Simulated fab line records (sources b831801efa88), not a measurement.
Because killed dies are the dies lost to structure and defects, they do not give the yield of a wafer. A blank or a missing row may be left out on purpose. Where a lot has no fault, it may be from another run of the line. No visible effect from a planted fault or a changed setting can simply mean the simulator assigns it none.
Struck lot and sound lot, side by side    flow sky130    26 steps out of a route of 708
Sound: the wafers L878.4, L878.5, L878.6. The struck wafers were L875.2, L875.4, L875.5. Last of all comes the cause.
Order at every step that has rows: each side's tool, ch and its chambers, its first start. Under that, the readings that differ: sound wafers    struck wafers    difference of the means    sigmas: that difference in standard deviations of wafers without a fault.
alike: same words and numbers on both sides, and readings whose means sit less than 2 such deviations apart. not compared: any withheld reading, any reading some wafer has no value for, any bound like >300 that may hide the same value, and any number with overlapping values for which the record gives no deviation.
A row with sigmas, a row that says differs or no value, or rows on one side alone: a step with any of these is where the two part. When numbers do not overlap yet have no deviation, they are printed without sigmas and do not part them. A reading missing from all wafers of one side parts the sides only when that side holds two or more wafers.

SKY_PWDE_TW_MEAS_10:
  sound on film-metro-04, day 5 11:47; struck on film-metro-04, day 4 19:52
  alike: PWDE_TW
then, 7 steps without rows for these wafers: SKY_NWELL_DEHYDRATE_03 (time 60 s); SKY_NWELL_HMDS_04 (prime time 60 s); SKY_NWELL_COAT_05 (resist thk 3000 nm); SKY_NWELL_SOFTBAKE_06; SKY_NWELL_EXPOSE_07 (exposes mask NWM, target cd 840 nm); SKY_NWELL_PEB_08; SKY_NWELL_DEVELOP_09 (develop time 60 s).
SKY_NWELL_OVL_MEAS_10:
  sound on overlay-02, day 6 06:03; struck on overlay-02, day 5 13:35
  alike: NWELL_00_OVL
then, 3 steps without rows for these wafers: SKY_NWELL_IMPLANT_11; SKY_NWELL_IMPLANT_12; SKY_NWELL_IMPLANT_13.
SKY_NWELL_STRIP_14: strips in O2/N2.
  sound on plasma-asher-02 ch 0,1, day 6 06:34; struck on plasma-asher-02 ch 0,1, day 5 14:04
  no value came back on the struck wafers for chamber-pressure-mTorr (mTorr), drypump-motor-current-A (A), oes-product-au (a.u.), strip-time-to-endpoint-s (s); on the sound wafers chamber-pressure-mTorr (mTorr) reads 1503.1 1499.4 1499.0
reading                                  sound  struck          difference  sigmas
model.coat_of_NWELL_COAT_05.thk-nm (nm)  0 0 0  2992 2979 2996  +2989       
  not compared: rf-hours-counter-h
SKY_NWELL_TW_MEAS_15:
  sound on film-metro-02, day 6 06:39; struck on film-metro-04, day 5 14:10
  alike: NWELL_TW
then, 7 steps without rows for these wafers: SKY_NWELL_DEHYDRATE_16 (time 60 s); SKY_NWELL_HMDS_17 (prime time 60 s); SKY_NWELL_COAT_18 (resist thk 3000 nm); SKY_NWELL_SOFTBAKE_19; SKY_NWELL_EXPOSE_20 (exposes mask NWM COMPLEMENT, target cd 840 nm); SKY_NWELL_PEB_21; SKY_NWELL_DEVELOP_22 (develop time 60 s).
SKY_NWELL_OVL_MEAS_23:
  sound on overlay-01, day 7 01:20; struck on overlay-02, day 6 08:17
  alike: NWELL_01_OVL
next, for these wafers, 1 step has no rows: SKY_NWELL_IMPLANT_24.
SKY_NWELL_STRIP_25: strips in O2/N2.
  sound on plasma-asher-04 ch 0,1, day 7 01:33; struck on plasma-asher-04 ch 0,1, day 6 08:28
reading                       sound              struck             difference  sigmas
oes-product-au (a.u.)         0.725 0.720 0.720  0.743 0.732 0.736  +0.015      +3
strip-time-to-endpoint-s (s)  37.03 37.06 36.96  80.95 80.75 80.96  +43.87      +99 or more
  alike: chamber-pressure-mTorr, drypump-motor-current-A
  not compared: rf-hours-counter-h
SKY_NWELL_TW_MEAS_26:
  sound on film-metro-02, day 7 01:38; struck on film-metro-04, day 6 08:34
reading     sound        struck    difference  sigmas
NWELL_2_TW  493 497 491  30 30 30  -464        -99 or more
then, 1 step without rows for these wafers: SKY_NWELL_CLEAN_27 (cleans in SC1/SC2, time 153.6 s).

== WHERE THEY PART ==
Earliest at SKY_NWELL_STRIP_14; latest, in this record, at SKY_NWELL_TW_MEAS_26.

WHY: the cause the simulator had injected
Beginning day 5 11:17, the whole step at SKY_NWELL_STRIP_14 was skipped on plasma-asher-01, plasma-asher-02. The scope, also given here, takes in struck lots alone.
